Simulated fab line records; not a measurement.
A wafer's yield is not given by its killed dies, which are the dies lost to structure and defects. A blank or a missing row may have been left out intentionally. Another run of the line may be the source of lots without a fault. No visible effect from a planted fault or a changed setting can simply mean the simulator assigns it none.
Which tool is to blame? -- flow sky130 -- 18 wafers from 6 lots sampled at 2 of the route's 708 steps

## WHAT THE GAUGES READ, wafer by wafer
SKY_LDD_LDN_OVL_MEAS_07.
lot,measured,on,LDD_LDN_OVL (nm)
L248,day 22 22:03,overlay-02,-2.3 -1.3 -2.3
L251,day 24 05:50,overlay-01,1.9 -0.6 1.1
L252,day 24 15:06,overlay-01,1.8 -0.1 3.1
L257,day 26 14:20,overlay-02,-1.0 -2.5 -2.0
L260,day 27 09:53,overlay-01,0.5 0.3 -0.6
L261,day 27 18:45,overlay-01,- - -

## EACH LOT AND THE TOOL THAT RAN IT (in order: tool; ch and the chambers of the sampled wafers; start)
lot,SKY_LDD_LDN_EXPOSE_04
L248,"iline-stepper-02 ch 0, day 22 06:22"
L251,"iline-stepper-02 ch 0, day 23 14:58"
L252,"iline-stepper-01 ch 0, day 24 00:55"
L257,"iline-stepper-01 ch 0, day 25 23:30"
L260,"iline-stepper-02 ch 0, day 26 19:57"
L261,"iline-stepper-02 ch 0, day 27 04:40"
- SKY_LDD_LDN_EXPOSE_04: exposes mask LDNTM, target cd 700 nm.

## THE ANSWER, worked out from the rows above alone
Rule: what is usual is taken from the lots themselves. The widest of any qualifying gaps counts: lots, ordered by their means at a reading, are off when they make up no more than a third of the lots, leave a main group of 4 or more, and stand apart from it by 3 or more times the standard deviation of that group's means. A main group whose means are all the same, to the digits that the tables above print for the reading, isn't used. Also off: a lot with no number at a reading for which 4 or more lots have one. All remaining lots with rows at the step are treated as sound.
Off: L261, seen at SKY_LDD_LDN_OVL_MEAS_07 (LDD_LDN_OVL). Without a number there: L261. The main group: mean -0.3 nm, standard deviation 1.4.
A tool fits if, at a process step before that reading, it ran every lot that is off, and no sound lot after the first of them. Those tools and the gauges at SKY_LDD_LDN_OVL_MEAS_07 are tried in the same way. This does not decide it: 2 tools fit, namely iline-stepper-02 at SKY_LDD_LDN_EXPOSE_04 and overlay-01 at SKY_LDD_LDN_OVL_MEAS_07.

## WHAT THE SIMULATOR PUT IN
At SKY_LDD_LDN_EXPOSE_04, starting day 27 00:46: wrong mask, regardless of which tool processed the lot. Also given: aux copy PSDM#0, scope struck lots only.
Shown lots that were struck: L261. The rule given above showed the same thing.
